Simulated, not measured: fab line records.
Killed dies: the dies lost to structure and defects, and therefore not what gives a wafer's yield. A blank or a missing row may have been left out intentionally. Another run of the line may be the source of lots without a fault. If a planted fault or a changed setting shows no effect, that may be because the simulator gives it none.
2 desks, one fault	flow gf180mcu	every desk sees just its own numbers, and what lay behind them comes last

== AT THE TOOL OWNER'S DESK: cmp-02 ==
The tool's own readings at GF_V2_CMP_04 (polishes SiO2): means of the sampled wafers that have a number, for each lot that ran on this tool. The brackets show how far a lot's mean lies from the usual mean; more than 4 standard deviations puts the lot out of limits, marked OUT.
Columns: A = motorCurrentA at GF_V2_CMP_04, usual 11.6 A; B = slurryFilterDpKPa at GF_V2_CMP_04, usual 13.48 kPa; C = timeToEndpointS at GF_V2_CMP_04, usual 83 s
lot	first seen here	A	B	C
L521	day 21 04:04	12.3	13.40	80
L524	day 22 04:26	11.0	13.37	83
L526	day 22 20:54	11.1	13.43	81
L527	day 23 09:41	11.3	13.40	87
L529	day 23 22:26	11.5	13.61	79
L538	day 26 21:27	10.5	13.51	82
L539	day 27 01:19	11.8	13.58	94
L540	day 27 13:16	10.8	13.46	87
This desk's verdict: no lot among the 8 shows anything out of limits.

== METROLOGY DESK ==
Means of the sampled wafers that have a number, per lot and without regard to the tool the lot ran on: this is what the gauges read. The brackets show how far a lot's mean lies from the usual mean; more than 4 standard deviations puts the lot out of limits, marked OUT.
Columns: A = M2_OVL at GF_M2_OVL_MEAS_15, usual 0 nm
lot	first seen here	A
L517	day 19 03:40	-5
L519	day 20 03:03	8
L520	day 20 12:08	-2
L521	day 21 03:06	-0
L523	day 21 17:44	-0
L524	day 22 03:23	0
L526	day 22 19:52	3
L527	day 23 08:37	-3
L529	day 23 21:23	-8
L538	day 26 20:22	-2
L539	day 27 00:12	3
L540	day 27 11:51	6
This desk's verdict: no lot among the 12 shows anything out of limits.

== TAKEN TOGETHER ==
The desk of the tool owner found nothing out of limits.
From the metrology desk's view, nothing was out of limits.

== WHAT THE SIMULATOR PUT IN ==
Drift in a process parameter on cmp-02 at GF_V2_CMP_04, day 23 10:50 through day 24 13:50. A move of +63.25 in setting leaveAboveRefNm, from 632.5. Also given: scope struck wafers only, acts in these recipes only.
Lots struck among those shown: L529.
